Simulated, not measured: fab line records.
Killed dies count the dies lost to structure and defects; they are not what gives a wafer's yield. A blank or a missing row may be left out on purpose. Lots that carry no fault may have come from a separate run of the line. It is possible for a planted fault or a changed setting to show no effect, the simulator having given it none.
A lot that was struck, set against a sound lot / flow sky130 / 43 out of 708 route steps
Sound: the wafers L787.1, L787.3, L787.6. The struck wafers were L784.2, L784.3, L784.6. At the end, the cause is stated.
Per side, at each step with rows, come the tool, then ch with its chambers, and then its first start. Under that, the readings that differ: sound wafers / struck wafers / difference of the means / sigmas: that difference in standard deviations of wafers without a fault.
alike: readings whose means differ by less than 2 such deviations, and words and numbers that are the same on both sides. not compared: withheld readings, readings that some wafer has no value for, bounds like >300 that may hide the same value, and numbers for which the record gives no deviation and whose values overlap.
A row with sigmas, a row that says differs or no value, or rows on one side alone: a step with any of these is where the two part. Non-overlapping numbers with no deviation appear without sigmas and do not part them. A reading missing from all wafers of one side parts the sides only when that side holds two or more wafers.

first, 3 steps without rows for these wafers: SKY_FIELD_ISO_EXPOSE_10 (exposes mask FOM, target cd 150 nm); SKY_FIELD_ISO_PEB_11; SKY_FIELD_ISO_DEVELOP_12 (develop time 60 s).
SKY_FIELD_ISO_CD_MEAS_13: target cd 150 nm.
  struck on cd-sem-02, day 4 03:32; sound on cd-sem-02, day 4 21:06
  alike: cd-nm
SKY_FIELD_ISO_ETCH_14: etches BARC in N2/H2, stops on SiO2, time 45.9 s, target depth 60 nm.
  sound on rie-diel-03 ch 0,2, day 4 21:13; struck on rie-diel-03 ch 1,2,3, day 4 03:38
  alike: drypump-motor-current-A, oes-product-au, throttle-valve-pct
  not compared: rf-hours-counter-h
then, 1 step without rows for these wafers: SKY_FIELD_ISO_ETCH_15 (etches the open film in CHF3/O2, stops on Si, target depth 180 nm, time 72 s).
SKY_FIELD_ISO_STRIP_16: strips in O2/N2.
  sound on plasma-asher-04 ch 0,1, day 4 21:19; struck on plasma-asher-02 ch 0, day 4 03:44
reading=o2-flow-sccm (sccm); sound=2994 2997 2974; struck=3011 3002 3013; difference=+20; sigmas=+2
  alike: drypump-motor-current-A, oes-product-au, strip-time-to-endpoint-s
  not compared: rf-hours-counter-h
SKY_FIELD_ISO_ETCH_17: etches Si in HBr/Cl2/O2, target depth 342 nm, time 97.7 s.
  sound on rie-si-02 ch 0,1,3, day 4 21:25; struck on rie-si-02 ch 0,1,3, day 4 03:50
  alike: drypump-motor-current-A, oes-product-au, throttle-valve-pct
  not compared: rf-hours-counter-h
then, 4 steps without rows for these wafers: SKY_FIELD_ISO_WET_ETCH_18 (etches Si3N4 in H3PO4, target depth 25 nm, time 286 s); SKY_FIELD_ISO_CLEAN_19 (cleans in SC1/SC2, time 150 s); SKY_FIELD_ISO_CLEAN_20 (cleans in dHF, time 20 s); SKY_FIELD_ISO_WET_ETCH_21 (etches SiO2 in dHF, target depth 20 nm, time 400 s).
SKY_FIELD_ISO_OXIDATION_22: stabilise 600 s, purge 300 s, target thk 10 nm.
  sound on furnace-01 ch 0, day 5 00:37; struck on furnace-02 ch 0, day 4 04:38
SKY_FIELD_ISO_THK_MEAS_23:
  struck on film-metro-02, day 4 05:49; sound on film-metro-02, day 5 01:47
  alike: FIELD_ISO_OXIDATION_01_THK
then, 1 step without rows for these wafers: SKY_FIELD_ISO_CVD_24 (deposits SiO2, target thk 595 nm, time 99.2 s).
SKY_FIELD_ISO_THK_MEAS_25:
  struck on film-metro-03, day 4 05:57; sound on film-metro-02, day 5 01:56
  alike: FIELD_ISO_CVD_24_THK
then, 1 step without rows for these wafers: SKY_FIELD_ISO_ANNEAL_26 (time 1800 s).
SKY_FIELD_ISO_CMP_27: polishes, stops on Si3N4, t overpolish 16 s, target thk 457.8 nm.
  sound on cmp-02 ch 0,1, day 5 05:49; struck on cmp-01 ch 0,1,3, day 4 08:25
  alike: edge-zone-pressure-frac, motor-current-A, overpolish-run-s, time-to-endpoint-s
then, 5 steps without rows for these wafers: SKY_FIELD_ISO_WET_ETCH_28 (etches SiO2 in dHF, target depth 23.7 nm, time 47 s); SKY_FIELD_ISO_WET_ETCH_29 (etches Si3N4 in H3PO4, target depth 160 nm, time 1825 s); SKY_FIELD_ISO_WET_ETCH_30 (etches SiO2 in dHF, target depth 25 nm, time 50 s); SKY_NWELL_CLEAN_00 (cleans in SC1/SC2, time 150 s); SKY_NWELL_OXIDATION_01 (stabilise 600 s, purge 300 s, target thk 10 nm).
SKY_NWELL_THK_MEAS_02:
  struck on film-metro-04, day 4 11:34; sound on film-metro-01, day 5 09:53
  alike: NWELL_OXIDATION_THK
then, 8 steps without rows for these wafers: SKY_DNWELL_DEHYDRATE_00 (time 60 s); SKY_DNWELL_HMDS_01 (prime time 60 s); SKY_DNWELL_COAT_02 (resist thk 3000 nm); SKY_DNWELL_SOFTBAKE_03; SKY_DNWELL_EXPOSE_04 (exposes mask DNM, target cd 3000 nm); SKY_DNWELL_PEB_05; SKY_DNWELL_DEVELOP_06 (develop time 60 s); SKY_DNWELL_IMPLANT_07.
SKY_DNWELL_STRIP_08: strips in O2/N2.
  sound on plasma-asher-01 ch 1, day 6 03:54; struck on plasma-asher-04 ch 0, day 5 05:09
reading=drypump-motor-current-A (A); sound=5.0 5.0 5.0; struck=6.4 6.4 6.4; difference=+1.4; sigmas=+2
reading=strip-time-to-endpoint-s (s); sound=36.89 36.92 36.84; struck=37.13 37.10 37.02; difference=+0.20; sigmas=+2
  alike: o2-flow-sccm, oes-product-au
  not compared: rf-hours-counter-h
SKY_DNWELL_TW_MEAS_09:
  struck on film-metro-04, day 5 05:16; sound on film-metro-03, day 6 04:00
reading=DNWELL_TW; sound=1094 1094 1095; struck=1126 1129 1122; difference=+31; sigmas=+3
then, 7 steps without rows for these wafers: SKY_PWDE_DEHYDRATE_00 (time 60 s); SKY_PWDE_HMDS_01 (prime time 60 s); SKY_PWDE_COAT_02 (resist thk 3059 nm); SKY_PWDE_SOFTBAKE_03; SKY_PWDE_EXPOSE_04 (exposes mask PWDEM, target cd 840 nm); SKY_PWDE_PEB_05; SKY_PWDE_DEVELOP_06 (develop time 60 s).
SKY_PWDE_OVL_MEAS_07:
  struck on overlay-01, day 5 21:43; sound on overlay-01, day 6 23:13
  alike: PWDE_OVL
-- the record jumps here: 42 days lie between the struck wafers' starts before and after (it left off in module PWDE and takes up again in module PAD_OPEN, whose first step shown is number 708 of the route) --
SKY_PAD_OPEN_PROBE_99:
  struck on prober-01, day 48 04:44; sound on prober-02, day 49 00:11
reading=killed-at-front-end; sound=22 16 20; struck=177 156 181; difference=+152; sigmas=+33
reading=killed-dies; sound=81 83 98; struck=224 215 231; difference=+136; sigmas=+14
reading=killed-on-rim; sound=14 21 18; struck=45 35 49; difference=+25; sigmas=+6
  alike: killed_at_M0_to_M3, killed_at_M4_up, killed-at-contacts, killed-at-other, killed-open, killed-short

WHERE THEY PART
First at SKY_FIELD_ISO_STRIP_16; last, within this record, at SKY_PAD_OPEN_PROBE_99.

WHY: whatever the simulator had introduced
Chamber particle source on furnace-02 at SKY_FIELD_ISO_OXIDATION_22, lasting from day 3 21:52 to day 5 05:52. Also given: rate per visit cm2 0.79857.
